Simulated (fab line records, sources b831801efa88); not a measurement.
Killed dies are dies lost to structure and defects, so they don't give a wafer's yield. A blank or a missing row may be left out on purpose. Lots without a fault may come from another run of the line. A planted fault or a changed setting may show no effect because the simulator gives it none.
A struck lot beside a sound one | flow gf180mcu | 14 steps out of a route of 602
Sound: wafers L604.2, L604.3, L604.5. Struck: wafers L616.1, L616.2, L616.5. The cause comes at the end.
At each step with rows: each side's tool, then ch and its chambers, then its first start. Under that, the readings that differ: sound wafers | struck wafers | difference of the means | sigmas: that difference in standard deviations of wafers without a fault.
alike: readings whose means differ by less than 2 such deviations, and words and numbers that are the same on both sides. not compared: withheld readings, readings that some wafer has no value for, bounds like >300 that may hide the same value, and numbers for which the record gives no deviation and whose values overlap.
The two part at a step that has a row with sigmas, a row that says differs or no value, or rows on one side only. Numbers that don't overlap but have no deviation are shown without sigmas and don't part them. A reading that every wafer of one side lacks parts them only if that side has two wafers or more.

GF_V4_OVL_MEAS_15:
  sound on overlay-02, day 26 20:57; struck on overlay-01, day 30 14:22
  alike: V4_OVL
GF_V4_ETCH_16: etches BARC in N2/H2.
  sound on rie_diel-01 ch 0,3, day 26 20:59; struck on rie_diel-01 ch 0,1, day 30 14:23
  alike: chamber_pressure_mTorr, drypump_motor_current_A, oes_product_au, throttle_valve_pct
then, 1 step without rows for these wafers: GF_V4_ETCH_17 (etches SiO2 in C4F8/O2/Ar, stops on TiN, target depth 630 nm).
GF_V4_STRIP_18: strips in O2/N2.
  sound on plasma_asher-02 ch 0,1, day 26 21:07; struck on plasma_asher-03 ch 0,1, day 30 14:31
  alike: chamber_pressure_mTorr, drypump_motor_current_A, heater_power_w, oes_product_au, platen_temp_c
  not compared: rf_hours_counter_h
then, 3 steps without rows for these wafers: GF_V4_STRIP_19 (strips in post etch residue remover, time 1200 s); GF_V4_CLEAN_20 (cleans in DIW); GF_V4_SPUTTER_21 (material Ti, target thk 15 nm, time 80.02 s).
GF_V4_SPUTTER_22: material TiN, target thk 10 nm, time 40 s.
  sound on pvd_sputter-01, day 26 21:43; struck on pvd_sputter-03, day 30 15:07
  alike: cathode_dc_power_W, chamber_pressure_pa, throttle_valve_pct
GF_V4_CVD_23: deposits W, target thk 350 nm, time 104.9 s.
  sound on cvd_w-01 ch 0,1, day 26 21:45; struck on cvd_w-02 ch 0,1, day 30 15:10
  alike: heater_power_w
GF_V4_RS_MEAS_24: measures by four-point-probe.
  sound on film_metro-02, day 26 21:53; struck on film_metro-02, day 30 15:17
  alike: V4_W_RS
GF_V4_THK_MEAS_25: measures by xrf.
  sound on film_metro-02, day 26 21:59; struck on film_metro-02, day 30 15:24
  alike: V4_W_THK
then, 1 step without rows for these wafers: GF_V4_CMP_26 (polishes, stops on SiO2, t overpolish 15 s, target thk 0 nm).
GF_MIM_SPUTTER_00: material Ti, target thk 37.5 nm, time 150 s.
  sound on pvd_sputter-02, day 26 22:20; struck on pvd_sputter-02, day 30 15:46
  no value came back on the struck wafers for cathode_dc_power_W (W), chamber_pressure_pa (Pa), throttle_valve_pct (%); on the sound wafers cathode_dc_power_W (W) reads 3998.1 4001.1 3999.1
GF_MIM_SPUTTER_01: material TiN, target thk 30 nm, time 25 s.
  sound on pvd_sputter-02, day 26 22:26; struck on pvd_sputter-02, day 30 15:52
  alike: cathode_dc_power_W, chamber_pressure_pa, throttle_valve_pct

WHERE THEY PART
Only at GF_MIM_SPUTTER_00, within this record. Later steps at which nothing parts them and some readings are alike: GF_MIM_SPUTTER_01.

WHY: what the simulator had put in
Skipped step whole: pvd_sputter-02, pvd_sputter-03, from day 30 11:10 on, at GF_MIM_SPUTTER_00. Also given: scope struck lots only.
